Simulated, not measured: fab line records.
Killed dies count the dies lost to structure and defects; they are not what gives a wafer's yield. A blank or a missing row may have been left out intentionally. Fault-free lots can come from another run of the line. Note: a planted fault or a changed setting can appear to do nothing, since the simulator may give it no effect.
The tool behind it: which one? :: flow gf180mcu :: 72 wafers from 24 lots sampled at 2 of the route's 602 steps

## WHAT EACH GAUGE READ, for each wafer
GF_M4_THK_MEAS_06: measures by xrf. Usual: M4_ALCU_THK 453 nm, standard deviation 4.
lot: L074
measured: day 22 14:36
on: film-metro-04
M4_ALCU_THK (nm): 460 454 454
flag: 

lot: L075
measured: day 23 04:17
on: film-metro-02
M4_ALCU_THK (nm): 457 461 460
flag: 

lot: L076
measured: day 23 13:25
on: film-metro-01
M4_ALCU_THK (nm): 447 454 441
flag: 

lot: L077
measured: day 23 16:22
on: film-metro-04
M4_ALCU_THK (nm): 449 450 446
flag: 

lot: L078
measured: day 24 05:20
on: film-metro-04
M4_ALCU_THK (nm): 449 447 447
flag: 

lot: L079
measured: day 24 07:37
on: film-metro-01
M4_ALCU_THK (nm): 450 452 451
flag: 

lot: L080
measured: day 25 02:04
on: film-metro-01
M4_ALCU_THK (nm): 451 448 452
flag: 

lot: L081
measured: day 25 07:26
on: film-metro-01
M4_ALCU_THK (nm): 452 451 451
flag: 

lot: L082
measured: day 26 00:22
on: film-metro-04
M4_ALCU_THK (nm): 457 452 454
flag: 

lot: L083
measured: day 26 03:33
on: film-metro-04
M4_ALCU_THK (nm): 448 447 449
flag: 

lot: L084
measured: day 26 08:16
on: film-metro-01
M4_ALCU_THK (nm): 454 455 453
flag: 

lot: L085
measured: day 27 00:52
on: film-metro-02
M4_ALCU_THK (nm): 454 454 454
flag: 

lot: L086
measured: day 27 05:41
on: film-metro-01
M4_ALCU_THK (nm): 451 451 458
flag: 

lot: L087
measured: day 27 19:29
on: film-metro-02
M4_ALCU_THK (nm): 455 452 455
flag: 

lot: L089
measured: day 28 01:10
on: film-metro-01
M4_ALCU_THK (nm): 459 454 457
flag: 

lot: L088
measured: day 28 01:43
on: film-metro-04
M4_ALCU_THK (nm): 448 458 455
flag: 

lot: L090
measured: day 28 03:06
on: film-metro-02
M4_ALCU_THK (nm): 454 458 460
flag: 

lot: L092
measured: day 28 20:52
on: film-metro-02
M4_ALCU_THK (nm): 455 452 455
flag: 

lot: L091
measured: day 28 21:23
on: film-metro-01
M4_ALCU_THK (nm): 452 457 453
flag: 

lot: L093
measured: day 29 00:26
on: film-metro-02
M4_ALCU_THK (nm): 450 449 449
flag: 

lot: L094
measured: day 29 06:31
on: film-metro-02
M4_ALCU_THK (nm): 453 450 451
flag: 

lot: L095
measured: day 29 15:51
on: film-metro-01
M4_ALCU_THK (nm): 458 457 459
flag: 

lot: L096
measured: day 29 22:50
on: film-metro-02
M4_ALCU_THK (nm): 453 450 455
flag: 

lot: L097
measured: day 30 02:04
on: film-metro-04
M4_ALCU_THK (nm): 457 456 458
flag: 

## WHICH TOOL RAN EACH LOT (tool, then ch and the chambers of the sampled wafers, then the start)
lot: L074
GF_M3_METAL_ETCH_16: rie-metal-01 ch 0,1, day 21 12:01

lot: L075
GF_M3_METAL_ETCH_16: rie-metal-03 ch 0, day 22 02:07

lot: L076
GF_M3_METAL_ETCH_16: rie-metal-03 ch 1, day 22 10:58

lot: L077
GF_M3_METAL_ETCH_16: rie-metal-02 ch 1, day 22 15:04

lot: L078
GF_M3_METAL_ETCH_16: rie-metal-02 ch 0,1, day 23 03:31

lot: L079
GF_M3_METAL_ETCH_16: rie-metal-01 ch 0,1, day 23 06:19

lot: L080
GF_M3_METAL_ETCH_16: rie-metal-03 ch 0,1, day 23 21:18

lot: L081
GF_M3_METAL_ETCH_16: rie-metal-03 ch 0, day 24 07:20

lot: L082
GF_M3_METAL_ETCH_16: rie-metal-01 ch 0,1, day 24 23:45

lot: L083
GF_M3_METAL_ETCH_16: rie-metal-03 ch 1, day 25 02:36

lot: L084
GF_M3_METAL_ETCH_16: rie-metal-01 ch 0,1, day 25 06:56

lot: L085
GF_M3_METAL_ETCH_16: rie-metal-01 ch 1, day 26 00:16

lot: L086
GF_M3_METAL_ETCH_16: rie-metal-01 ch 0,1, day 26 06:04

lot: L087
GF_M3_METAL_ETCH_16: rie-metal-01 ch 1, day 26 19:44

lot: L089
GF_M3_METAL_ETCH_16: rie-metal-01 ch 1, day 27 01:38

lot: L088
GF_M3_METAL_ETCH_16: rie-metal-02 ch 0,1, day 27 01:58

lot: L090
GF_M3_METAL_ETCH_16: rie-metal-01 ch 1, day 27 03:57

lot: L092
GF_M3_METAL_ETCH_16: rie-metal-02 ch 0,1, day 27 21:18

lot: L091
GF_M3_METAL_ETCH_16: rie-metal-01 ch 0,1, day 27 22:25

lot: L093
GF_M3_METAL_ETCH_16: rie-metal-03 ch 0,1, day 28 01:30

lot: L094
GF_M3_METAL_ETCH_16: rie-metal-03 ch 0,1, day 28 07:43

lot: L095
GF_M3_METAL_ETCH_16: rie-metal-01 ch 0, day 28 17:33

lot: L096
GF_M3_METAL_ETCH_16: rie-metal-03 ch 0,1, day 28 23:29

lot: L097
GF_M3_METAL_ETCH_16: rie-metal-03 ch 0, day 29 03:58
- GF_M3_METAL_ETCH_16: etches the open film in Cl2/BCl3, stops on SiO2, target depth 627.5 nm, time 104.6 s.

## WHAT THE TOOLS THEMSELVES READ (means of the sampled wafers that have a number; where no wafer has one, the mark that the record gives instead)
GF_M3_METAL_ETCH_16. Usual: chamber-pressure-mTorr 8.000 mTorr, standard deviation 0.0079; drypump-motor-current-A 5.8 A, standard deviation 0.43; mfc-cl2-sccm 79.98 sccm, standard deviation 0.24; oes-product-au 0.972 a.u., standard deviation 0.0063; rf-fwd-power-W 796.4 W, standard deviation 2.6; throttle-valve-pct 28.250 %, standard deviation 0.01.
lot: L074
tool: rie-metal-01
chamber-pressure-mTorr (mTorr): 8.008
drypump-motor-current-A (A): 5.7
mfc-cl2-sccm (sccm): 79.96
oes-product-au (a.u.): 0.975
rf-fwd-power-W (W): 794.2
throttle-valve-pct (%): 28.253
flag: 

lot: L075
tool: rie-metal-03
chamber-pressure-mTorr (mTorr): 8.008
drypump-motor-current-A (A): 6.3
mfc-cl2-sccm (sccm): 79.91
oes-product-au (a.u.): 0.973
rf-fwd-power-W (W): 798.1
throttle-valve-pct (%): 28.240
flag: 

lot: L076
tool: rie-metal-03
chamber-pressure-mTorr (mTorr): 7.999
drypump-motor-current-A (A): 5.5
mfc-cl2-sccm (sccm): 80.10
oes-product-au (a.u.): 0.976
rf-fwd-power-W (W): 797.7
throttle-valve-pct (%): 28.252
flag: 

lot: L077
tool: rie-metal-02
chamber-pressure-mTorr (mTorr): 7.997
drypump-motor-current-A (A): 5.9
mfc-cl2-sccm (sccm): 79.88
oes-product-au (a.u.): 0.965
rf-fwd-power-W (W): 797.6
throttle-valve-pct (%): 28.257
flag: 

lot: L078
tool: rie-metal-02
chamber-pressure-mTorr (mTorr): 8.008
drypump-motor-current-A (A): 6.0
mfc-cl2-sccm (sccm): 79.89
oes-product-au (a.u.): 0.975
rf-fwd-power-W (W): 796.7
throttle-valve-pct (%): 28.253
flag: 

lot: L079
tool: rie-metal-01
chamber-pressure-mTorr (mTorr): 8.001
drypump-motor-current-A (A): 5.7
mfc-cl2-sccm (sccm): 79.96
oes-product-au (a.u.): 0.975
rf-fwd-power-W (W): 794.5
throttle-valve-pct (%): 28.255
flag: 

lot: L080
tool: rie-metal-03
chamber-pressure-mTorr (mTorr): 7.999
drypump-motor-current-A (A): 5.8
mfc-cl2-sccm (sccm): 80.05
oes-product-au (a.u.): 0.972
rf-fwd-power-W (W): 798.1
throttle-valve-pct (%): 28.251
flag: 

lot: L081
tool: rie-metal-03
chamber-pressure-mTorr (mTorr): 8.001
drypump-motor-current-A (A): 6.3
mfc-cl2-sccm (sccm): 80.12
oes-product-au (a.u.): 0.973
rf-fwd-power-W (W): 799.9
throttle-valve-pct (%): 28.254
flag: 

lot: L082
tool: rie-metal-01
chamber-pressure-mTorr (mTorr): 7.998
drypump-motor-current-A (A): 5.7
mfc-cl2-sccm (sccm): 79.89
oes-product-au (a.u.): 0.971
rf-fwd-power-W (W): 795.6
throttle-valve-pct (%): 28.256
flag: 

lot: L083
tool: rie-metal-03
chamber-pressure-mTorr (mTorr): 7.998
drypump-motor-current-A (A): 5.5
mfc-cl2-sccm (sccm): 80.44
oes-product-au (a.u.): 0.963
rf-fwd-power-W (W): 794.6
throttle-valve-pct (%): 28.262
flag: 

lot: L084
tool: rie-metal-01
chamber-pressure-mTorr (mTorr): 8.001
drypump-motor-current-A (A): 5.7
mfc-cl2-sccm (sccm): 79.86
oes-product-au (a.u.): 0.981
rf-fwd-power-W (W): 795.2
throttle-valve-pct (%): 28.241
flag: 

lot: L085
tool: rie-metal-01
chamber-pressure-mTorr (mTorr): 7.994
drypump-motor-current-A (A): 6.0
mfc-cl2-sccm (sccm): 80.12
oes-product-au (a.u.): 0.981
rf-fwd-power-W (W): 798.2
throttle-valve-pct (%): 28.244
flag: 

lot: L086
tool: rie-metal-01
chamber-pressure-mTorr (mTorr): 8.014
drypump-motor-current-A (A): 5.3
mfc-cl2-sccm (sccm): 79.87
oes-product-au (a.u.): 0.978
rf-fwd-power-W (W): 794.0
throttle-valve-pct (%): 28.248
flag: 

lot: L087
tool: rie-metal-01
chamber-pressure-mTorr (mTorr): 8.003
drypump-motor-current-A (A): 6.0
mfc-cl2-sccm (sccm): 79.96
oes-product-au (a.u.): 0.963
rf-fwd-power-W (W): 792.7
throttle-valve-pct (%): 28.255
flag: 

lot: L089
tool: rie-metal-01
chamber-pressure-mTorr (mTorr): 7.990
drypump-motor-current-A (A): 6.0
mfc-cl2-sccm (sccm): 79.99
oes-product-au (a.u.): 0.972
rf-fwd-power-W (W): 793.9
throttle-valve-pct (%): 28.258
flag: 

lot: L088
tool: rie-metal-02
chamber-pressure-mTorr (mTorr): 8.002
drypump-motor-current-A (A): 5.9
mfc-cl2-sccm (sccm): 79.96
oes-product-au (a.u.): 0.967
rf-fwd-power-W (W): 797.8
throttle-valve-pct (%): 28.255
flag: 

lot: L090
tool: rie-metal-01
chamber-pressure-mTorr (mTorr): 8.001
drypump-motor-current-A (A): 6.0
mfc-cl2-sccm (sccm): 80.03
oes-product-au (a.u.): 0.972
rf-fwd-power-W (W): 795.4
throttle-valve-pct (%): 28.245
flag: 

lot: L092
tool: rie-metal-02
chamber-pressure-mTorr (mTorr): 8.004
drypump-motor-current-A (A): 6.0
mfc-cl2-sccm (sccm): 80.13
oes-product-au (a.u.): 0.978
rf-fwd-power-W (W): 797.4
throttle-valve-pct (%): 28.240
flag: 

lot: L091
tool: rie-metal-01
chamber-pressure-mTorr (mTorr): 7.992
drypump-motor-current-A (A): 5.7
mfc-cl2-sccm (sccm): 80.12
oes-product-au (a.u.): 0.969
rf-fwd-power-W (W): 796.2
throttle-valve-pct (%): 28.263
flag: 

lot: L093
tool: rie-metal-03
chamber-pressure-mTorr (mTorr): 8.001
drypump-motor-current-A (A): 5.8
mfc-cl2-sccm (sccm): 79.90
oes-product-au (a.u.): 0.970
rf-fwd-power-W (W): 797.2
throttle-valve-pct (%): 28.254
flag: 

lot: L094
tool: rie-metal-03
chamber-pressure-mTorr (mTorr): 7.999
drypump-motor-current-A (A): 5.8
mfc-cl2-sccm (sccm): 79.68
oes-product-au (a.u.): 0.975
rf-fwd-power-W (W): 797.8
throttle-valve-pct (%): 28.254
flag: 

lot: L095
tool: rie-metal-01
chamber-pressure-mTorr (mTorr): 8.002
drypump-motor-current-A (A): 5.0
mfc-cl2-sccm (sccm): 79.75
oes-product-au (a.u.): 0.974
rf-fwd-power-W (W): 800.1
throttle-valve-pct (%): 28.243
flag: 

lot: L096
tool: rie-metal-03
chamber-pressure-mTorr (mTorr): 7.993
drypump-motor-current-A (A): 5.8
mfc-cl2-sccm (sccm): 80.19
oes-product-au (a.u.): 0.973
rf-fwd-power-W (W): 792.8
throttle-valve-pct (%): 28.253
flag: 

lot: L097
tool: rie-metal-03
chamber-pressure-mTorr (mTorr): 8.007
drypump-motor-current-A (A): 6.3
mfc-cl2-sccm (sccm): 79.95
oes-product-au (a.u.): 0.971
rf-fwd-power-W (W): 796.3
throttle-valve-pct (%): 28.257
flag: 

## THE ANSWER, worked out from the rows above alone
Rule: a lot is off if the mean of its wafers that have a number lies more than 3 standard deviations from the usual mean. Also off: a lot with no number at a reading for which 4 or more lots have one. The other lots that the step has rows for count as sound. After the gauges, taken in route order, come the tools' own readings; for these a lot's mean is taken, as printed above. At the first step where some lot is off, the reading lying furthest off is the one used; lots without a number count as furthest.
Across all readings shown, no lot is off: no conclusion can be drawn from this.

## WHAT THE SIMULATOR HAD PUT IN
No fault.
